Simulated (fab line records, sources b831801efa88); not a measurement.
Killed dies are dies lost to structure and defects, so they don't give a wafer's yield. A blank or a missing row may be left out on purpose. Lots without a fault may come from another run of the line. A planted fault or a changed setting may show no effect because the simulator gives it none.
Tool commonality check | flow sky130 | 10 lots, 30 wafers sampled

WHY IT WAS OPENED
At SKY_POLY_GATE_THK_MEAS_01 the reading POLY_GATE_CVD_00_THK is flagged on 2 of 10 lots. Wafers without a fault read 180.9 nm, standard deviation 1.9.
Rule: a lot is flagged when every wafer of it that has a number lies more than 4 standard deviations from that mean, or none has a number. The other lots count as sound.

lot  | measured     | on            | POLY_GATE_CVD_00_THK (nm), wafer by wafer | flag
L651 | day 15 08:22 | film_metro-03 | 183.3 182.6 182.9                         |
L652 | day 15 15:33 | film_metro-03 | 93.2 93.2 93.1                            | FLAGGED
L653 | day 15 16:45 | film_metro-02 | 95.3 94.1 93.6                            | FLAGGED
L663 | day 19 09:35 | film_metro-02 | 180.9 182.7 182.9                         |
L664 | day 20 02:58 | film_metro-02 | 179.7 179.1 180.2                         |
L665 | day 20 11:31 | film_metro-04 | 180.0 181.4 179.3                         |
L667 | day 22 02:43 | film_metro-03 | 183.6 182.8 183.2                         |
L669 | day 22 02:47 | film_metro-04 | 181.4 181.3 182.3                         |
L668 | day 22 02:47 | film_metro-03 | 184.0 184.2 184.4                         |
L672 | day 22 18:24 | film_metro-02 | 180.9 180.6 179.3                         |
The numbers of the flagged lots are 93.8 nm on average: -87.2 nm against the usual, or -46 standard deviations.

WHICH TOOL RAN EACH LOT
The record holds 1 process step before the reading, out of a route of 708 steps. In each cell: the tool, then ch and the chambers that the sampled wafers went through, then the start.
lot  | flag    | SKY_POLY_GATE_CVD_00
L651 |         | lpcvd-01 ch 1, day 15 07:10
L652 | FLAGGED | lpcvd-01 ch 1, day 15 14:21
L653 | FLAGGED | lpcvd-01 ch 0, day 15 15:33
L663 |         | lpcvd-01 ch 1, day 19 08:23
L664 |         | lpcvd-01 ch 1, day 20 01:45
L665 |         | lpcvd-01 ch 0, day 20 10:18
L667 |         | lpcvd-01 ch 1, day 22 01:31
L669 |         | lpcvd-01 ch 1, day 22 01:31
L668 |         | lpcvd-01 ch 0, day 22 01:31
L672 |         | lpcvd-01 ch 1, day 22 17:12
What these steps do:
- SKY_POLY_GATE_CVD_00: deposits poly-Si, target thk 180 nm, time 720 s.
- SKY_POLY_GATE_THK_MEAS_01

FLAGGED OVER TOTAL, TOOL BY TOOL (the gauges that took the reading come last)
step                      | tool          | lots run | flagged | share of the flagged lots | sound lots run after its first flagged lot
SKY_POLY_GATE_CVD_00      | lpcvd-01      | 10       | 2       | all                       | 7 (L663,L664,L665,L667,L668,L669,L672)
SKY_POLY_GATE_THK_MEAS_01 | film_metro-02 | 4        | 1       | some                      | 3 (L663,L664,L672)
SKY_POLY_GATE_THK_MEAS_01 | film_metro-03 | 4        | 1       | some                      | 2 (L667,L668)
SKY_POLY_GATE_THK_MEAS_01 | film_metro-04 | 2        | 0       | none                      | -

WHAT THE TABLE ALLOWS
1 row of the table ran every flagged lot: lpcvd-01 at SKY_POLY_GATE_CVD_00.
- lpcvd-01 at SKY_POLY_GATE_CVD_00: 2 of its 10 lots flagged. Sound lots ran on it after the first flagged one (L663, L664, L665, L667, L668, L669, L672), which a lasting fault on the whole tool wouldn't allow. Its own readings lie more than 4 standard deviations out on every wafer of the flagged lots: spike_tc_bottom_C, spike_tc_centre_C, spike_tc_lower_C, spike_tc_top_C, spike_tc_upper_C, susceptor_temp_C, zone_power_upper_pct.
No row of the table ran every flagged lot and no sound lot after the first.

WHAT THE SIMULATOR HAD PUT IN
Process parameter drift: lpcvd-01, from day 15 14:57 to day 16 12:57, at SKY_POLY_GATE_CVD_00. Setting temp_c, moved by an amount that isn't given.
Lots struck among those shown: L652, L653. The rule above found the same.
